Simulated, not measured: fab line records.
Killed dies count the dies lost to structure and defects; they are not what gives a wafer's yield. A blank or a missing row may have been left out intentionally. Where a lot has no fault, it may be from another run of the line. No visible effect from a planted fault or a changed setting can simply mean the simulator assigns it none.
What tool caused it? / flow sky130 / 10 lots with 30 wafers sampled at 2 steps, on a route of 708 steps

== WHAT EACH GAUGE READ, for each wafer ==
SKY_METAL2_RS_MEAS_05: measures by four-point-probe.
lot=L691; measured=day 34 03:49; on=film-metro-03; METAL2_ALCU_RS (ohm/sq)=0.1255 0.1286 0.1258
lot=L696; measured=day 37 09:03; on=film-metro-01; METAL2_ALCU_RS (ohm/sq)=0.1259 0.1264 0.1270
lot=L699; measured=day 37 10:02; on=film-metro-03; METAL2_ALCU_RS (ohm/sq)=0.1282 0.1272 0.1268
lot=L698; measured=day 37 10:22; on=film-metro-04; METAL2_ALCU_RS (ohm/sq)=0.1248 0.1270 0.1270
lot=L704; measured=day 38 14:59; on=film-metro-03; METAL2_ALCU_RS (ohm/sq)=0.1285 0.1275 0.1260
lot=L705; measured=day 38 15:15; on=film-metro-01; METAL2_ALCU_RS (ohm/sq)=0.1289 0.1279 0.1285
lot=L709; measured=day 40 05:10; on=film-metro-03; METAL2_ALCU_RS (ohm/sq)=0.1272 0.1258 0.1280
lot=L710; measured=day 40 05:47; on=film-metro-03; METAL2_ALCU_RS (ohm/sq)=0.1257 0.1293 0.1265
lot=L711; measured=day 40 08:46; on=film-metro-04; METAL2_ALCU_RS (ohm/sq)=0.1270 0.1251 0.1252
lot=L712; measured=day 40 20:46; on=film-metro-03; METAL2_ALCU_RS (ohm/sq)=0.1260 0.1252 0.1280

== TOOL THAT RAN EACH LOT (tool first, then ch and the chambers of the sampled wafers, then the start) ==
lot=L691; SKY_METAL2_SPUTTER_03=pvd-sputter-02, day 34 03:44
lot=L696; SKY_METAL2_SPUTTER_03=pvd-sputter-03, day 37 08:59
lot=L699; SKY_METAL2_SPUTTER_03=pvd-sputter-03, day 37 09:56
lot=L698; SKY_METAL2_SPUTTER_03=pvd-sputter-02, day 37 10:16
lot=L704; SKY_METAL2_SPUTTER_03=pvd-sputter-03, day 38 14:52
lot=L705; SKY_METAL2_SPUTTER_03=pvd-sputter-04, day 38 15:10
lot=L709; SKY_METAL2_SPUTTER_03=pvd-sputter-03, day 40 05:07
lot=L710; SKY_METAL2_SPUTTER_03=pvd-sputter-02, day 40 05:43
lot=L711; SKY_METAL2_SPUTTER_03=pvd-sputter-02, day 40 08:41
lot=L712; SKY_METAL2_SPUTTER_03=pvd-sputter-04, day 40 20:41
- SKY_METAL2_SPUTTER_03: material Ti, target thk 5 nm, time 3.3 s.

== THE ANSWER, worked out from the rows above alone ==
Rule: usual is defined by the lots themselves. The widest of any qualifying gaps counts: lots, ordered by their means at a reading, are off when they make up no more than a third of the lots, leave a main group of 4 or more, and stand apart from it by 3 or more times the standard deviation of that group's means. Not used: any main group whose means are identical at the precision the tables above print for the reading. Also off: a lot with no number at a reading for which 4 or more lots have one. Any other lot the step has rows for is counted as sound.
None of the lots is off at any reading shown; this tells nothing.

== WHAT THE SIMULATOR PUT IN ==
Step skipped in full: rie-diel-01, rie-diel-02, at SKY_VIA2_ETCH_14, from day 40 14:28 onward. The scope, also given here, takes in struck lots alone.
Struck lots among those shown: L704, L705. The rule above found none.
